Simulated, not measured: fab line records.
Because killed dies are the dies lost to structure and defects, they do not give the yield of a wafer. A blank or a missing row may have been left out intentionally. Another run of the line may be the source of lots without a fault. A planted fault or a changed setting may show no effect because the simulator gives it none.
Which tool did it? -- flow gf180mcu -- 6 lots, 18 wafers sampled, at 1 step of a route of 602

== WHAT THE GAUGES SHOWED, per wafer ==
GF_STI_CD_MEAS_12: target cd 220 nm.
lot,measured,on,cdNm (nm)
L368,day 2 18:32,cdSem-01,220.3 220.0 220.3
L374,day 4 00:47,cdSem-01,218.2 218.8 219.1
L380,day 5 06:50,cdSem-02,218.1 218.2 218.5
L383,day 5 21:32,cdSem-02,221.1 222.2 221.5
L385,day 6 08:07,cdSem-01,220.2 220.0 220.4
L388,day 6 23:38,cdSem-02,218.9 219.2 218.1

== WHAT TOOL EACH LOT RAN ON (gives the tool, then ch and the chambers of the sampled wafers, and finally the start) ==
There is no process step in the record ahead of these readings.

== THE ANSWER, worked out from the rows above alone ==
Rule: the usual values come from the lots themselves. The widest of any qualifying gaps counts: lots, ordered by their means at a reading, are off when they make up no more than a third of the lots, leave a main group of 4 or more, and stand apart from it by 3 or more times the standard deviation of that group's means. Not used: any main group whose means are identical at the precision the tables above print for the reading. Also off: a lot with no number at a reading for which 4 or more lots have one. Any other lot the step has rows for is counted as sound.
Across all readings shown, no lot is off: no conclusion can be drawn from this.

== WHAT HAD BEEN PUT IN BY THE SIMULATOR ==
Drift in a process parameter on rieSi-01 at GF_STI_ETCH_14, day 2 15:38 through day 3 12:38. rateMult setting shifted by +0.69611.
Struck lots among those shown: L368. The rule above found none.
